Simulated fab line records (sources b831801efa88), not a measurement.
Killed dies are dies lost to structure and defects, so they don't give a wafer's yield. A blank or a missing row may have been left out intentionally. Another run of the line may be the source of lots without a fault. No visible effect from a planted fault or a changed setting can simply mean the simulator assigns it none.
A struck lot beside a sound one -- flow sky130 -- 21 out of 708 route steps
Sound: wafers L392.2, L392.3, L392.4. Struck: wafer L402.2 (left out: L402.3, a lot-mate that was not struck); the cause follows at the end.
At each step with rows: each side's tool, then ch and its chambers, then its first start. Under that, the readings that differ: sound wafers -- struck wafers -- difference of the means -- sigmas: that difference in standard deviations of wafers without a fault.
alike: readings with means less than 2 such deviations apart, plus words and numbers identical on both sides. not compared: withheld readings, readings lacking a value on some wafer, bounds such as >300 that could conceal the same value, and numbers that have no deviation in the record and whose values overlap.
Wherever a step has rows on one side only, a row that says differs or no value, or a row with sigmas, the two part there. When numbers do not overlap yet have no deviation, they are printed without sigmas and do not part them. Lack of a reading on every wafer of one side parts them only where that side has two or more wafers.

SKY_METAL5_DESCUM_14: chemistry O2, time 11 s.
  sound on rie_metal-03 ch 0,1, day 45 08:52; struck on rie_metal-04 ch 1, day 47 21:49
reading,sound,struck,difference,sigmas
drypump_motor_current_A (A),6.26 6.27 5.74,5.43,-0.66,-3
  alike: oes_product_au
  not compared: rf_hours_counter_h
SKY_METAL5_METAL_ETCH_15: etches the open film in Cl2/BCl3, stops on SiO2, target depth 1260 nm, time 252 s.
  sound on rie_metal-03 ch 0,1, day 45 08:54; struck on rie_metal-04 ch 1, day 47 21:51
reading,sound,struck,difference,sigmas
drypump_motor_current_A (A),6.27 6.26 5.75,5.39,-0.70,-3
  alike: oes_product_au, throttle_valve_pct
  not compared: rf_hours_counter_h
SKY_METAL5_STRIP_16: strips in O2/N2.
  sound on plasma_asher-02 ch 0,1, day 45 09:08; struck on plasma_asher-03 ch 0, day 47 22:05
reading,sound,struck,difference,sigmas
oes_product_au (a.u.),0.710 0.709 0.711,0.701,-0.009,-2
  alike: drypump_motor_current_A, strip_time_to_endpoint_s
  not compared: rf_hours_counter_h
then, 3 steps without rows for these wafers: SKY_METAL5_STRIP_17 (strips in post etch residue remover, time 1200 s); SKY_METAL5_CLEAN_18 (cleans in IPA, time 180 s); SKY_METAL5_CLEAN_19 (cleans in O3/DIW).
SKY_PASSIVATION_CVD_00: deposits SiO2, target thk 90 nm.
  sound on pecvd-01 ch 0,1, day 45 09:44; struck on pecvd-03 ch 0, day 47 22:47
  alike: heater_power_w
SKY_PASSIVATION_THK_MEAS_01:
  sound on film_metro-02 at day 45 09:46; struck on film_metro-04 at day 47 22:49
  alike: PASSIVATION_CVD_00_THK
SKY_PASSIVATION_CVD_02: deposits Si3N4, target thk 540 nm.
  sound on pecvd-03 ch 0,2, day 45 09:49; struck on pecvd-02 ch 1, day 47 22:52
  alike: heater_power_w
SKY_PASSIVATION_THK_MEAS_03:
  sound on film_metro-02 at day 45 10:03; struck on film_metro-04 at day 47 23:07
  alike: PASSIVATION_CVD_02_THK
then, 2 steps without rows for these wafers: SKY_PASSIVATION_DEHYDRATE_04 (time 60 s); SKY_PASSIVATION_HMDS_05 (prime time 60 s).
SKY_PASSIVATION_COAT_06: resist thk 3000 nm.
  sound on litho_track-04 ch 0, day 45 20:42; struck on litho_track-03 ch 0, day 48 08:14
reading,sound,struck,difference,sigmas
exhaust_pa (Pa),43.3 44.7 43.8,46.0,+2.1,+3
model.coat_of_PASSIVATION_COAT_06.thk_nm (nm),3003 3000 2997,3171,+171,
  alike: resist_line_temp_C
then, 4 steps without rows for these wafers: SKY_PASSIVATION_SOFTBAKE_07; SKY_PASSIVATION_EXPOSE_08 (exposes mask NSM, target cd 3000 nm); SKY_PASSIVATION_PEB_09; SKY_PASSIVATION_DEVELOP_10 (develop time 60 s).
SKY_PASSIVATION_ETCH_11: etches the open film in CF4/O2, stops on AlCu, target depth 725 nm, time 161.1 s.
  sound on rie_diel-04 ch 0,1,2, day 46 07:19; struck on rie_diel-02 ch 1, day 48 17:46
reading,sound,struck,difference,sigmas
model.coat_of_PASSIVATION_COAT_06.thk_nm (nm),2524 2510 2524,2690,+171,
  alike: cf4_flow_sccm, drypump_motor_current_A, oes_product_au, throttle_valve_pct
  not compared: rf_hours_counter_h
SKY_PASSIVATION_STRIP_12: strips in O2/N2.
  sound on plasma_asher-01 ch 0,1, day 46 07:26; struck on plasma_asher-02 ch 1, day 48 17:52
reading,sound,struck,difference,sigmas
strip_time_to_endpoint_s (s),31.61 31.42 31.63,33.51,+1.96,+13
  alike: drypump_motor_current_A, oes_product_au
  not compared: rf_hours_counter_h
then, 1 step without rows for these wafers: SKY_PAD_OPEN_DEHYDRATE_00 (time 60 s).
SKY_PAD_OPEN_PROBE_99:
  only the struck wafers here have rows in the record (prober-02, day 49 13:47); the sound ones have none

## WHERE THEY PART
First at SKY_METAL5_DESCUM_14; last, within this record, at SKY_PAD_OPEN_PROBE_99.

WHY: the cause the simulator had injected
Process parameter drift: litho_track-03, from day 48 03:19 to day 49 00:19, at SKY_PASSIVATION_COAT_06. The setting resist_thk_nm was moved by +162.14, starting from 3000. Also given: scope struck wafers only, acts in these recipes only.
